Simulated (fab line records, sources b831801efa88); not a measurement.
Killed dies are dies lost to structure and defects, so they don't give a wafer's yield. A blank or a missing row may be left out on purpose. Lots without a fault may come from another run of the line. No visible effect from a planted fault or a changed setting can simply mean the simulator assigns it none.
fab line records	flow sky130
record: lots: 6	wafers: 18	last-day: 50
route steps=708 shown METAL4@622 PAD_OPEN@708
lots that met no fault: from a run of the same line without faults
start-h: hours from the record's first day to the start of the lot's first wafer shown	wait-h: how many hours have passed since the lot's step before this one	" same as the row above	L1.1+2: several wafers, shown together as one row	- value missing, or start not given	* or withheld: withheld	< > ~ a bound
route shown NAME@n: NAME is a module with steps in the file, n the number in the route of the first one	usual: the fault-free wafers' mean and standard deviation	same: alike in all rows	chamber/n: place in a boat	sites: the reading at each site	_std_site: the standard deviation of these	_edge_site: the outer-site mean with the inner-site mean subtracted	radius-mm: how far each site lies from the wafer's centre	mask NAME#n: copy n	behind: tool/chamber where the wafer was last shaped	hold: why the lot was held/for how many hours/how that ended	device: transistor that didn't switch, given as n, p or np	end of line: the tests these same wafers got at the end of their route	for a step that has no rows: nothing shown but its recipe	killed: at the first sort, the dies lost to defects and structure; wafer yield is something else	map: the dies of a wafer, with x for killed, . for not killed, _ for no die there
set.NAME: setting as actually run; set.NAME@STEP: the setting as run at that earlier step	model.NAME: the simulator's own value behind a step, which no gauge read
lots at some steps of the route; a table a step, a row a wafer
services: from which hour (start-h, from the record's first day; less than 0 if before it) a tool's chamber was out of use, for how many hours, and why
== steps ==
step: SKY_METAL4_HMDS_06
recipe: prime-time-s: 60	prime-temp-c: 120
step: SKY_METAL4_COAT_07
recipe: resist: BARC	temp-c: withheld	time-s: withheld	spin-rpm: 3000	resist-thk-nm: 60
step: SKY_METAL4_COAT_08
recipe: resist: KrF-thick	spin-rpm: 3000	resist-thk-nm: 1140
step: SKY_METAL4_SOFTBAKE_09
recipe: temp-c: 100	time-s: 90	resist: KrF-thick
step: SKY_METAL4_EXPOSE_10
recipe: mask-id: MM4	na: 0.68	source-shape: annular	sigma-inner: 0.4	sigma-outer: 0.8	target-cd-nm: 300	dose-mj: 28
step: SKY_METAL4_PEB_11
recipe: peb-temp-c: withheld	peb-time-s: withheld	resist: KrF-thick
step: SKY_METAL4_DEVELOP_12
recipe: develop-time-s: 60	resist: KrF-thick	dev-temp-c: 21
step: SKY_METAL4_CD_MEAS_13
recipe: target-cd-nm: 300
usual: cd-nm: 300.2/1.2
lot.wafer	tool	chamber	start-h	wait-h	cd-nm
L672.2	cd-sem-02	-	1035.84	-	301.8
L672.5	"	-	"	"	301.2
L672.6	"	-	"	"	299.6
L676.2	cd-sem-01	-	1058.50	-	300.3
L676.4	"	-	"	"	300.3
L676.5	"	-	"	"	301.4
L679.3	cd-sem-01	-	1079.06	-	299.3
L679.4	"	-	"	"	299.3
L679.5	"	-	"	"	299.1
L680.1	cd-sem-02	-	1079.38	-	299.7
L680.3	"	-	"	"	300.7
L680.6	"	-	"	"	298.6
L677.1	cd-sem-02	-	1084.02	-	300.0
L677.3	"	-	"	"	300.7
L677.6	"	-	"	"	300.7
L687.1	cd-sem-01	-	1118.68	-	298.9
L687.3	"	-	"	"	299.7
L687.6	"	-	"	"	299.9
step: SKY_METAL4_OVL_MEAS_14
usual: METAL4_OVL: -1/4.8
lot.wafer	tool	chamber	start-h	wait-h	METAL4_OVL[nm]
L672.2	overlay-02	-	1035.95	0.1	5
L672.5	"	-	"	"	1
L672.6	"	-	"	"	4
L676.2	overlay-02	-	1058.61	0.1	-1
L676.4	"	-	"	"	-8
L676.5	"	-	"	"	-2
L679.3	overlay-02	-	1079.16	0.1	-4
L679.4	"	-	"	"	-5
L679.5	"	-	"	"	-3
L680.1	overlay-01	-	1079.50	0.1	1
L680.3	"	-	"	"	5
L680.6	"	-	"	"	5
L677.1	overlay-01	-	1084.14	0.1	0
L677.3	"	-	"	"	-5
L677.6	"	-	"	"	8
L687.1	overlay-02	-	1118.80	0.1	-3
L687.3	"	-	"	"	-3
L687.6	"	-	"	"	-6
step: SKY_METAL4_DESCUM_15
recipe: chemistry: O2	source-power-w: 150	bias-power-w: 0	pressure-mtorr: 10	temp-c: 40	time-s: 8
usual: drypump-motor-current-A: 6.0/0.34	oes-product-au: 1.001/0.0063
lot.wafer	tool	chamber	start-h	wait-h	drypump-motor-current-A	oes-product-au	rf-hours-counter-h
L672.2	rie-metal-03	1	1035.98	0.0	6.6	1.014	8
L672.5	"	0	"	"	5.7	1.005	-
L672.6	"	1	"	"	6.7	0.999	-
L676.2	rie-metal-01	1	1058.65	0.0	5.9	1.005	-
L676.4	"	1	"	"	6.0	1.005	-
L676.5	"	1	"	"	5.9	1.000	-
L679.3	rie-metal-02	1	1079.20	0.0	6.0	0.997	-
L679.4	"	1	"	"	6.0	1.000	-
L679.5	"	1	"	"	6.0	0.994	-
L680.1	rie-metal-02	1	1079.53	0.0	6.0	0.995	15
L680.3	"	1	"	"	6.0	0.992	-
L680.6	"	1	"	"	6.0	0.996	-
L677.1	rie-metal-03	0	1084.18	0.0	5.7	0.990	14
L677.3	"	0	"	"	5.7	1.005	-
L677.6	"	0	"	"	5.7	1.001	-
L687.1	rie-metal-03	0	1118.83	0.0	5.7	0.995	17
L687.3	"	1	"	"	6.6	1.014	-
L687.6	"	1	"	"	6.6	1.009	-
step: SKY_METAL4_ETCH_16
recipe: chemistry: N2/H2	target: BARC	ion-energy-ev: 200	bias-w: 100	pressure-mtorr: 30	n2-flow-sccm: 100	h2-flow-sccm: 200	icp-w: 500	stop-on: SiO2	time-s: 88.2	target-depth-a: 600
usual: chamber-pressure-mTorr: 29.999/0.026	drypump-motor-current-A: 6.0/0.35	oes-product-au: 0.626/0.0052	throttle-valve-pct: 13.204/0.0094
lot.wafer	tool	chamber	start-h	wait-h	chamber-pressure-mTorr	drypump-motor-current-A	oes-product-au	rf-hours-counter-h	throttle-valve-pct
L672.2	rie-metal-03	1	1036.01	0.0	29.987	6.7	0.631	8	13.189
L672.5	"	0	"	"	30.030	5.7	0.622	-	13.200
L672.6	"	1	"	"	30.003	6.7	0.622	-	13.199
L676.2	rie-metal-01	1	1058.73	0.1	30.024	6.0	0.622	-	13.198
L676.4	"	1	"	"	30.046	6.0	0.627	-	13.197
L676.5	"	1	"	"	30.042	6.0	0.626	-	13.209
L679.3	rie-metal-02	1	1079.31	0.1	29.997	6.0	0.628	-	13.201
L679.4	"	1	"	"	29.966	6.0	0.622	-	13.205
L679.5	"	1	"	"	29.970	6.0	0.631	-	13.206
L680.1	rie-metal-02	1	1079.60	0.1	30.001	6.0	0.621	15	13.194
L680.3	"	1	"	"	30.002	6.0	0.622	-	13.228
L680.6	"	1	"	"	29.991	6.0	0.628	-	13.200
L677.1	rie-metal-03	0	1084.21	0.0	30.007	5.7	0.626	14	13.199
L677.3	"	0	"	"	29.980	5.7	0.635	-	13.193
L677.6	"	0	"	"	29.995	5.7	0.627	-	13.208
L687.1	rie-metal-03	0	1118.87	0.0	29.992	5.7	0.620	17	13.188
L687.3	"	1	"	"	29.966	6.7	0.624	-	13.213
L687.6	"	1	"	"	29.974	6.7	0.627	-	13.191
step: SKY_METAL4_ETCH_17
recipe: target: SiO2	stop-on: TiN	chemistry: C4F8/O2/Ar	source-w: 1500	bias-w: 1200	pressure-mtorr: 40	c4f8-flow-sccm: withheld	O2_flow_sccm: 6	Ar_flow_sccm: 300	time-s: 3.9	target-depth-a: 150
usual: chamber-pressure-mTorr: 40.00/0.037	oes-product-au: 0.754/0.0063
lot.wafer	tool	chamber	start-h	wait-h	chamber-pressure-mTorr	oes-product-au	rf-hours-counter-h
L672.2	rie-diel-01	0	1036.11	0.1	40.00	0.753	13
L672.5	"	2	"	"	40.01	0.767	-
L672.6	"	1	"	"	40.05	0.755	-
L676.2	rie-diel-03	2	1058.90	0.1	39.95	0.757	15
L676.4	"	3	"	"	40.02	0.747	25
L676.5	"	1	"	"	39.98	0.753	-
L679.3	rie-diel-02	1	1079.44	0.1	39.96	0.755	9
L679.4	"	2	"	"	39.97	0.752	15
L679.5	"	2	"	"	39.94	0.763	-
L680.1	rie-diel-01	3	1079.79	0.2	40.02	0.741	15
L680.3	"	1	"	"	40.00	0.749	19
L680.6	"	1	"	"	39.98	0.763	-
L677.1	rie-diel-02	0	1084.31	0.1	39.95	0.750	23
L677.3	"	3	"	"	40.02	0.755	18
L677.6	"	0	"	"	40.01	0.758	-
L687.1	rie-diel-03	1	1118.96	0.1	39.99	0.751	16
L687.3	"	2	"	"	40.01	0.752	17
L687.6	"	3	"	"	39.98	0.758	-
step: SKY_METAL4_METAL_ETCH_18
recipe: target-depth-a: 8450	stop-on: SiO2	over-etch-frac: 0.3	time-s: 183.1	chemistry: Cl2/BCl3	resist-sidewall-deg: 88	pressure-mtorr: 10	icp-w: 900	bias-w: 48.5	Cl2_flow_sccm: 60	bcl3-flow-sccm: 30
usual: chamber-pressure-mTorr: 9.999/0.01	drypump-motor-current-A: 6.0/0.33	oes-product-au: 0.865/0.0069	throttle-valve-pct: 22.265/0.0086
lot.wafer	tool	chamber	start-h	wait-h	chamber-pressure-mTorr	drypump-motor-current-A	oes-product-au	rf-hours-counter-h	throttle-valve-pct	model.KrF-thick_of_METAL4_COAT_08.thk-nm
L672.2	rie-metal-02	1	1036.13	0.0	9.988	6.0	0.874	11	22.264	531.5
L672.5	"	0	"	"	9.997	5.6	0.870	-	22.252	530.5
L672.6	"	1	"	"	9.998	6.0	0.876	-	22.285	529.6
L676.2	rie-metal-02	0	1058.91	0.0	7.993	5.6	0.869	25	22.270	540.1
L676.4	"	1	"	"	8.009	6.0	0.863	-	22.265	544.9
L676.5	"	1	"	"	7.980	6.0	0.876	-	22.275	536.3
L679.3	rie-metal-01	0	1079.52	0.1	10.008	6.0	0.868	-	22.271	532
L679.4	"	1	"	"	9.997	6.0	0.866	-	22.258	526.7
L679.5	"	0	"	"	10.000	6.1	0.859	-	22.264	526.8
L680.1	rie-metal-01	0	1079.81	0.0	9.997	6.1	0.864	1	22.262	528.9
L680.3	"	1	"	"	10.003	6.0	0.873	-	22.278	533.4
L680.6	"	0	"	"	9.991	6.1	0.863	-	22.262	532.5
L677.1	rie-metal-02	0	1084.33	0.0	7.990	5.6	0.876	0	22.259	542.2
L677.3	"	0	"	"	7.998	5.6	0.870	-	22.252	544
L677.6	"	0	"	"	8.008	5.6	0.872	-	22.268	541.6
L687.1	rie-metal-01	0	1118.98	0.0	9.985	6.1	0.872	4	22.255	528.2
L687.3	"	1	"	"	9.986	6.0	0.870	-	22.273	530.7
L687.6	"	0	"	"	9.985	6.0	0.866	-	22.270	532.7
step: SKY_METAL4_STRIP_19
recipe: chemistry: O2/N2	power-w: 1400	pressure-mtorr: 1500	platen-temp-c: withheld	o2-flow-sccm: 3000	n2-flow-sccm: 300	overash-fraction: 0.5
usual: drypump-motor-current-A: 5.6/0.38	oes-product-au: 0.503/0.005	strip-time-to-endpoint-s: 6.54/0.045
lot.wafer	tool	chamber	start-h	wait-h	drypump-motor-current-A	oes-product-au	rf-hours-counter-h	strip-time-to-endpoint-s
L672.2	plasma-asher-04	0	1036.31	0.1	5.8	0.503	60	6.57
L672.5	"	0	"	"	5.8	0.505	-	6.56
L672.6	"	1	"	"	6.0	0.503	-	6.56
L676.2	plasma-asher-02	0	1059.09	0.1	5.7	0.506	97	6.65
L676.4	"	0	"	"	5.7	0.508	-	6.71
L676.5	"	0	"	"	5.7	0.506	-	6.63
L679.3	plasma-asher-02	0	1079.67	0.1	5.7	0.510	-	6.58
L679.4	"	1	"	"	5.8	0.496	-	6.53
L679.5	"	0	"	"	5.7	0.505	-	6.52
L680.1	plasma-asher-04	1	1079.99	0.1	6.0	0.501	64	6.54
L680.3	"	0	"	"	5.8	0.504	-	6.59
L680.6	"	1	"	"	6.0	0.503	-	6.57
L677.1	plasma-asher-02	1	1084.51	0.1	5.8	0.497	99	6.68
L677.3	"	1	"	"	5.8	0.506	-	6.71
L677.6	"	0	"	"	5.8	0.506	-	6.68
L687.1	plasma-asher-03	1	1119.16	0.1	5.8	0.500	5	6.55
L687.3	"	0	"	"	4.9	0.510	-	6.58
L687.6	"	0	"	"	4.9	0.503	-	6.60
step: SKY_METAL4_STRIP_20
recipe: chemistry: post-etch-residue-remover	time-s: 1200	temp-c: 72.5
step: SKY_PAD_OPEN_PROBE_99
usual: defect-limited-yield: 82.4/2.2	killed_at_M0_to_M3: 44/7.7	killed_at_M4_up: 3.2/1.7	killed-at-contacts: 24/5.3	killed-at-front-end: 15/4.3	killed-at-other: 0.3/0.57	killed-dies: 87/11	killed-open: 47/7.4	killed-short: 40/6.5	sort_bin_3_pad_short: 0.8/0.4	sort_bin_5_function: 10.5/1.6	sort_bin_6_memory: 6.3/1.2	sort-n-pass: 405/11	sort-yield-pct: 82.4/2.2
same: gross-dies: 492	killed-at-back-side: 0	sort_bin_4_leakage[%]: 0	sort_bin_8_speed[%]: 0
lot.wafer	tool	chamber	start-h	wait-h	defect-limited-yield[%]	killed_at_M0_to_M3	killed_at_M4_up	killed-at-contacts	killed-at-front-end	killed-at-other	killed-dies	killed-open	killed-short	sort_bin_3_pad_short[%]	sort_bin_5_function[%]	sort_bin_6_memory[%]	sort-n-pass	sort-yield-pct[%]
L679.3	prober-02	-	1162.39	0.2	84.8	33	3	23	16	0	75	41	33	0.2	8.9	6.1	417	84.8
L679.4	prober-02	-	1162.44	0.2	82.5	35	5	26	20	0	86	50	36	0.8	11.0	5.7	406	82.5
L679.5	prober-02	-	1162.49	0.2	82.5	44	4	23	15	0	86	52	34	0.8	11.4	5.3	406	82.5
L680.1	prober-01	-	1162.68	0.1	84.3	46	3	11	17	0	77	41	36	0.8	8.7	6.1	415	84.3
L680.3	prober-01	-	1162.78	0.2	81.3	53	2	22	15	0	92	40	52	1.0	12.4	5.3	400	81.3
L680.6	prober-01	-	1162.93	0.2	76.8	57	8	26	23	0	114	50	63	0.6	13.8	8.7	378	76.8
L687.1	prober-01	-	1194.14	0.1	83.7	33	4	24	17	2	80	43	36	1.2	8.7	6.3	412	83.7
L687.3	prober-01	-	1194.24	0.2	85.6	35	4	20	12	0	71	38	33	0.4	10.0	4.1	421	85.6
L687.6	prober-01	-	1194.39	0.2	82.7	44	1	27	12	1	85	40	44	1.4	8.1	7.7	407	82.7
killed by level:class
L679.3 VIA3:geometric-particle:open=7 CONTACT:geometric-particle:open=7 CONTACT:geometric-particle:short=7 VIA1:geometric-particle:open=6 FIELD_ISO:geometric-particle:open=5 LI_CONTACT:geometric-particle:open=5 VIA2:geometric-particle:open=5 FIELD_ISO:geometric-particle:short=4
L679.4 CONTACT:geometric-particle:open=10 LI_CONTACT:geometric-particle:open=8 VIA3:geometric-particle:open=7 VIA1:geometric-particle:open=6 SPACER:geometric-particle:open=5 POLY_GATE:geometric-particle:short=4 METAL1:geometric-particle:short=4 METAL2:geometric-particle:short=4
L679.5 VIA1:geometric-particle:open=12 CONTACT:geometric-particle:open=11 VIA3:geometric-particle:open=8 LI_CONTACT:geometric-particle:open=6 METAL2:geometric-particle:short=5 LI_CONTACT:geometric-particle:short=4 METAL1:geometric-particle:short=4 VIA1:geometric-particle:short=4
L680.1 VIA1:geometric-particle:open=12 VIA1:geometric-particle:short=8 CONTACT:geometric-particle:open=7 METAL2:geometric-particle:short=6 VIA2:geometric-particle:open=5 METAL1:geometric-particle:short=5 POLY_GATE:geometric-particle:open=4 POLY_GATE:geometric-particle:short=4
L680.3 METAL2:geometric-particle:short=11 VIA3:geometric-particle:open=11 CONTACT:geometric-particle:open=9 VIA1:geometric-particle:short=7 LI_CONTACT:geometric-particle:open=6 VIA1:geometric-particle:open=6 VIA3:geometric-particle:short=5 POLY_GATE:geometric-particle:short=4
L680.6 METAL1:geometric-particle:short=12 LI_CONTACT:geometric-particle:open=10 VIA1:geometric-particle:open=10 METAL2:geometric-particle:short=8 FIELD_ISO:geometric-particle:short=6 METAL4:geometric-particle:short=6 FIELD_ISO:geometric-particle:open=5 LOCAL_INTERCONNECT:geometric-particle:short=5
L687.1 CONTACT:geometric-particle:open=8 LOCAL_INTERCONNECT:geometric-particle:short=7 VIA3:geometric-particle:open=6 VIA1:geometric-particle:open=5 VIA1:geometric-particle:short=5 VIA2:geometric-particle:open=5 FIELD_ISO:geometric-particle:open=4 LI_CONTACT:geometric-particle:open=4
L687.3 VIA3:geometric-particle:open=9 CONTACT:geometric-particle:open=7 CONTACT:geometric-particle:short=5 METAL2:geometric-particle:short=5 VIA1:geometric-particle:open=5 LI_CONTACT:geometric-particle:open=4 VIA3:geometric-particle:short=4 FIELD_ISO:geometric-particle:short=3
L687.6 VIA1:geometric-particle:short=9 LI_CONTACT:geometric-particle:open=8 VIA1:geometric-particle:open=8 CONTACT:geometric-particle:short=7 VIA3:geometric-particle:open=6 POLY_GATE:geometric-particle:short=5 CONTACT:geometric-particle:open=5 POLY_GATE:geometric-particle:open=4
== services ==
tool	chamber	start-h	hours	kind
rie-metal-03	0	1021.99	3.2	repair
plasma-asher-04	-	1030.86	0.5	repair
rie-metal-01	0	1034.19	-	clean
rie-metal-01	0	1034.19	24.9	scheduled-down
rie-metal-01	0	1034.19	24.9	vent-cycle
rie-diel-02	0	1037.10	9.4	repair
plasma-asher-04	-	1037.45	2.8	pm
rie-metal-02	0	1037.48	9.4	repair
rie-diel-02	3	1045.98	4.2	repair
plasma-asher-03	-	1055.25	9.0	pm
plasma-asher-03	0	1055.25	9.0	vent-cycle
plasma-asher-03	1	1055.25	9.0	vent-cycle
rie-metal-02	0	1062.00	-	clean
rie-metal-02	0	1062.00	19.8	scheduled-down
rie-metal-02	0	1062.00	19.8	vent-cycle
rie-diel-01	-	1063.24	2.8	pm
plasma-asher-03	0	1064.25	-	clean
plasma-asher-03	1	1064.25	-	clean
rie-diel-03	3	1078.18	-	clean
rie-diel-03	3	1078.18	16.8	scheduled-down
rie-diel-03	3	1078.18	16.8	vent-cycle
rie-diel-03	1	1080.54	6.2	repair
plasma-asher-03	-	1100.52	0.3	repair
rie-diel-03	0	1114.23	3.0	repair
== key ==
first-sign: step: SKY_METAL4_METAL_ETCH_18	reading: chamber-pressure-mTorr	direction: down	sigmas: 99+	usual: 9.999	struck: 7.997
effect: step: SKY_METAL4_STRIP_19	reading: strip-time-to-endpoint-s	direction: up	sigmas: 3.2	usual: *	struck: *
model-effect: step: SKY_METAL4_METAL_ETCH_18	value: KrF-thick_of_METAL4_COAT_08.thk-nm	without: 528.4	struck: 541.5
met-at SKY_METAL4_METAL_ETCH_18
struck-wafers L676.2,L676.4,L676.5,L677.1,L677.3,L677.6
onset-between 1036.13 1058.91
fault: kind: process-parameter-drift	tool: rie-metal-02	chamber: -	onset-h: 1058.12	steps: SKY_METAL4_METAL_ETCH_18	channel: pressure-mtorr	offset: -2	shape: step	end-h: 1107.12	acts-in: these-recipes-only	stated: 10
